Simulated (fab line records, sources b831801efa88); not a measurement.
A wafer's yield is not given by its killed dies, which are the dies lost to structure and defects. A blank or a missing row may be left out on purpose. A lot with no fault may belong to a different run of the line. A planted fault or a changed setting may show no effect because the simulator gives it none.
fab line records	flow gf180mcu
record: lots: 13	wafers: 38	last-day: 34
route steps=602 shown V4@501 MIM@503 V5@551
lots untouched by any fault: they come from a run of this same line in which no faults occurred
start-h: hours from the record's opening day to when the first of the lot's shown wafers began	wait-h: time in hours since the lot's previous step	" as in the row above	L1.1+2: a row that stands for several wafers	- no value present, or no start provided	* or withheld: withheld	< > ~ a bound
route shown NAME@n: a module of which the file shows steps, and the number in the route of the first	usual: mean/standard deviation of fault-free wafers	same: alike in all rows	chamber/n: place in a boat	sites: each site's reading	_std_site: the values' standard deviation	_edge_site: outer sites' mean less inner sites'	radius-mm: how far each site lies from the wafer's centre	mask NAME#n: copy n	behind: the last tool/chamber to shape the wafer	hold: the reason the lot was held/the length of the hold in hours/how it ended	device: the n, p or np transistor that did not switch	end of line: the route-end tests of the same wafers	step lacking rows: just its recipe	killed: the dies lost at the first sort to structure and to defects; this is not the yield of the wafer	map: the dies of a wafer, with x for killed, . for not killed, _ for no die there
set.NAME: the setting the step ran with; set.NAME@STEP: the setting that earlier step ran with	model.NAME: the simulator's own value behind a step, which no gauge read
the route's steps for a sample of lots (tables are steps, rows are wafers)
services: the hour from which a tool's chamber was out of use, counted from the record's first day as start-h (under 0 if before that day), plus the number of hours and why
== steps ==
step: GF_V4_THK_MEAS_25
recipe: thk-meas-gauge: xrf	reads: W_of_V4_CVD_23
usual: V4_W_THK: 343/5
lot.wafer	tool	chamber	start-h	wait-h	V4_W_THK[nm]
L252.2	film-metro-02	-	562.82	0.1	343
L252.4	"	-	"	"	344
L252.6	"	-	"	"	340
L253.2	film-metro-02	-	572.07	0.1	335
L253.4	"	-	"	"	334
L253.6	"	-	"	"	336
L254.3	film-metro-04	-	580.77	0.1	345
L254.4	"	-	"	"	347
L254.6	"	-	"	"	344
L256.2	film-metro-04	-	605.78	0.1	352
L256.3	"	-	"	"	348
L256.5	"	-	"	"	348
L257.1	film-metro-04	-	606.60	0.1	342
L257.2	"	-	"	"	339
L257.3	"	-	"	"	344
L258.3	film-metro-04	-	619.27	0.1	352
L258.4	"	-	"	"	347
L258.6	"	-	"	"	353
L259.1	film-metro-02	-	639.49	0.1	342
L259.3	"	-	"	"	331
L259.5	"	-	"	"	337
L261.2	film-metro-04	-	657.12	0.1	342
L261.3	"	-	"	"	348
L261.4	"	-	"	"	346
L263.4	film-metro-02	-	664.38	0.1	339
L263.5	"	-	"	"	337
L263.6	"	-	"	"	341
L264.2	film-metro-02	-	676.86	0.1	338
L264.4	"	-	"	"	338
L265.2	film-metro-04	-	676.92	0.1	342
L265.3	"	-	"	"	342
L265.4	"	-	"	"	350
L274.3	film-metro-03	-	729.64	0.1	345
L274.5	"	-	"	"	348
L274.6	"	-	"	"	351
L275.3	film-metro-03	-	731.00	0.1	347
L275.5	"	-	"	"	346
L275.6	"	-	"	"	346
step: GF_MIM_SPUTTER_00
recipe: material: Ti	target-thk-nm: 37.5	arriving-ion-energy-ev: 80	substrate-temp-c: 200	chamber-pressure-pa: 2	power-w: 4000	time-s: 150
usual: throttle-valve-pct: 29.6/0.54
same: time-s: 150
lot.wafer	tool	chamber	start-h	wait-h	throttle-valve-pct
L252.2	pvd-sputter-01	-	563.17	0.1	29.4
L252.4	"	-	"	"	28.7
L252.6	"	-	"	"	29.5
L253.2	pvd-sputter-01	-	572.42	0.1	29.6
L253.4	"	-	"	"	30.5
L253.6	"	-	"	"	28.7
L254.3	pvd-sputter-04	-	581.11	0.2	29.5
L254.4	"	-	"	"	29.8
L254.6	"	-	"	"	29.9
L256.2	pvd-sputter-04	-	606.13	0.2	29.4
L256.3	"	-	"	"	29.6
L256.5	"	-	"	"	29.7
L257.1	pvd-sputter-04	-	606.96	0.1	29.5
L257.2	"	-	"	"	29.4
L257.3	"	-	"	"	29.5
L258.3	pvd-sputter-02	-	619.61	0.2	29.7
L258.4	"	-	"	"	29.6
L258.6	"	-	"	"	29.7
L259.1	pvd-sputter-01	-	639.85	0.1	29.0
L259.3	"	-	"	"	28.7
L259.5	"	-	"	"	28.9
L261.2	pvd-sputter-04	-	657.47	0.1	29.3
L261.3	"	-	"	"	29.7
L261.4	"	-	"	"	29.6
L263.4	pvd-sputter-04	-	664.71	0.2	29.1
L263.5	"	-	"	"	29.8
L263.6	"	-	"	"	29.7
L264.2	pvd-sputter-04	-	677.21	0.2	29.4
L264.4	"	-	"	"	29.0
L265.2	pvd-sputter-01	-	677.50	0.2	30.8
L265.3	"	-	"	"	29.0
L265.4	"	-	"	"	29.1
L274.3	pvd-sputter-01	-	729.98	0.1	29.4
L274.5	"	-	"	"	30.4
L274.6	"	-	"	"	28.8
L275.3	pvd-sputter-01	-	731.34	0.2	29.1
L275.5	"	-	"	"	30.5
L275.6	"	-	"	"	30.3
step: GF_V5_EXPOSE_11
recipe: mask-id: Via5	target-cd-nm: 260	na: 0.68	source-shape: conventional	sigma-outer: 0.6	dose-mj: 38
same: sigma-outer: 0.6
lot.wafer	tool	chamber	start-h	wait-h	mask
L252.2+4+6	krf-scanner-02	0	617.97	-	Via5#0
L253.2+4+6	krf-scanner-01	0	626.83	-	Via5#0
L254.3+4+6	krf-scanner-02	0	635.44	-	Via5#0
L256.2+3+5	krf-scanner-02	0	658.49	-	Via5#0
L257.1+2+3	krf-scanner-02	0	658.85	-	Via5#0
L258.3+4+6	krf-scanner-01	0	672.09	-	Via5#0
L259.1+3+5	krf-scanner-02	0	690.95	-	Via5#0
L261.2+3+4	krf-scanner-01	0	707.28	-	Via5#0
L263.4+5+6	krf-scanner-01	0	714.31	-	Via5#0
L264.2+4	krf-scanner-01	0	725.26	-	Via5#0
L265.2+3+4	krf-scanner-01	0	726.44	-	Via5#0
L274.3+5+6	krf-scanner-02	0	775.07	-	Via5#0
L275.3+5+6	krf-scanner-02	0	776.02	-	Via5#0
step: GF_V5_CD_MEAS_14
recipe: target-cd-nm: 260
usual: cd-nm: 260.0/1.3
lot.wafer	tool	chamber	start-h	wait-h	hold	cd-nm
L252.2	cd-sem-02	-	627.92	0.1	-	260.2
L252.4	"	-	"	"	-	259.7
L252.6	"	-	"	"	-	260.6
L253.2	cd-sem-01	-	636.37	0.1	-	261.1
L253.4	"	-	"	"	-	262.1
L253.6	"	-	"	"	-	262.1
L254.3	cd-sem-02	-	644.63	0.1	-	258.7
L254.4	"	-	"	"	-	258.3
L254.6	"	-	"	"	-	259.0
L256.2	cd-sem-02	-	667.59	0.1	-	261.6
L256.3	"	-	"	"	-	261.7
L256.5	"	-	"	"	-	260.2
L257.1	cd-sem-01	-	668.14	0.1	-	260.7
L257.2	"	-	"	"	-	260.8
L257.3	"	-	"	"	-	260.5
L258.3	cd-sem-01	-	680.94	0.1	-	258.0
L258.4	"	-	"	"	-	259.5
L258.6	"	-	"	"	-	257.5
L259.1	cd-sem-02	-	699.87	0.1	-	259.1
L259.3	"	-	"	"	-	260.3
L259.5	"	-	"	"	-	259.1
L261.2	cd-sem-01	-	716.47	0.1	-	258.7
L261.3	"	-	"	"	-	257.5
L261.4	"	-	"	"	-	257.5
L263.4	cd-sem-02	-	722.03	0.1	-	258.5
L263.5	"	-	"	"	-	259.2
L263.6	"	-	"	"	-	258.8
L264.2	cd-sem-01	-	734.22	0.1	await-dispo/0.2h/release	269.3
L264.4	"	-	"	"	await-dispo/0.2h/release	258.9
L264.2	cd-sem-01	-	734.51	0.3	-	269.4
L264.4	"	-	"	"	-	259.6
L265.2	cd-sem-01	-	735.47	0.1	await-dispo/0.2h/release	269.7
L265.3	"	-	"	"	await-dispo/0.2h/release	259.2
L265.4	"	-	"	"	await-dispo/0.2h/release	259.9
L265.2	cd-sem-01	-	735.89	0.4	-	269.2
L265.3	"	-	"	"	-	259.5
L265.4	"	-	"	"	-	260.0
L274.3	cd-sem-01	-	783.18	0.1	-	261.1
L274.5	"	-	"	"	-	260.0
L274.6	"	-	"	"	-	260.4
L275.3	cd-sem-01	-	784.13	0.1	-	262.3
L275.5	"	-	"	"	-	261.9
L275.6	"	-	"	"	-	260.3
step: GF_V5_CVD_23
recipe: material: W	target-thk-nm: 350	time-s: 104.9	temp-c: 400	pressure-torr: 40
usual: heater-power-w: 851/60
same: time-s: 104.9
lot.wafer	tool	chamber	start-h	wait-h	heater-power-w
L252.2	cvd-w-01	1	628.85	0.0	768
L252.4	"	0	"	"	923
L252.6	"	0	"	"	921
L253.2	cvd-w-02	1	637.30	0.0	814
L253.4	"	1	"	"	839
L253.6	"	1	"	"	828
L254.3	cvd-w-02	0	645.57	0.1	875
L254.4	"	1	"	"	841
L254.6	"	0	"	"	852
L256.2	cvd-w-02	0	668.52	0.0	847
L256.3	"	0	"	"	880
L256.5	"	1	"	"	831
L257.1	cvd-w-01	0	669.11	0.0	918
L257.2	"	1	"	"	758
L257.3	"	1	"	"	745
L258.3	cvd-w-02	0	681.88	0.1	874
L258.4	"	1	"	"	833
L258.6	"	1	"	"	846
L259.1	cvd-w-01	0	700.82	0.0	937
L259.3	"	1	"	"	743
L259.5	"	0	"	"	938
L261.2	cvd-w-02	1	717.40	0.0	836
L261.3	"	0	"	"	889
L261.4	"	1	"	"	829
L263.4	cvd-w-01	0	722.95	0.1	939
L263.5	"	1	"	"	750
L263.6	"	0	"	"	925
L265.2	cvd-w-01	0	740.88	0.0	926
L265.3	"	0	"	"	918
L265.4	"	1	"	"	747
L264.2	cvd-w-01	1	741.56	0.0	758
L264.4	"	0	"	"	929
L274.3	cvd-w-02	0	784.12	0.1	882
L274.5	"	1	"	"	865
L274.6	"	0	"	"	882
L275.3	cvd-w-02	1	785.10	0.1	822
L275.5	"	1	"	"	843
L275.6	"	0	"	"	873
== services ==
tool	chamber	start-h	hours	kind
krf-scanner-02	-	551.68	0.8	pm
pvd-sputter-02	-	557.11	1.6	repair
krf-scanner-01	-	569.17	1.0	pm
cvd-w-02	-	582.07	14.6	pm
pvd-sputter-01	-	587.81	0.8	repair
krf-scanner-02	-	592.66	0.6	repair
krf-scanner-02	-	599.61	1.0	pm
krf-scanner-01	-	600.64	3.6	pm
cvd-w-02	0	603.33	9.8	repair
pvd-sputter-04	-	611.84	18.6	repair
krf-scanner-02	-	626.56	1.3	pm
pvd-sputter-04	-	636.75	11.1	repair
krf-scanner-01	-	646.43	0.8	pm
pvd-sputter-02	-	647.12	3.4	repair
krf-scanner-02	-	661.74	4.0	pm
krf-scanner-01	-	681.32	1.3	pm
krf-scanner-01	-	682.94	1.3	repair
krf-scanner-01	-	700.49	4.0	pm
krf-scanner-02	-	709.93	18.9	repair
krf-scanner-02	-	728.80	0.8	pm
krf-scanner-01	-	738.17	1.0	pm
krf-scanner-02	-	768.61	1.0	pm
cvd-w-01	1	769.73	29.0	repair
pvd-sputter-04	-	780.86	3.0	repair
== key ==
first-sign: step: GF_V5_CD_MEAS_14	reading: visit	direction: added
effect: step: GF_V5_CD_MEAS_14	reading: cd-nm	direction: up	sigmas: 7.3	usual: 260.0	struck: 269.5
met-at GF_V5_EXPOSE_11
struck-lots L264,L265
struck-wafers L264.2,L265.2
not-acting-at GF_V4_THK_MEAS_25,GF_MIM_SPUTTER_00,GF_V5_CVD_23
onset-between 714.31 725.26
fault: kind: process-parameter-drift	tool: krf-scanner-01	chamber: -	onset-h: 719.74	steps: GF_V5_EXPOSE_11	channel: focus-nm	offset: 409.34	shape: step	end-h: 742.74	scope: struck-wafers-only
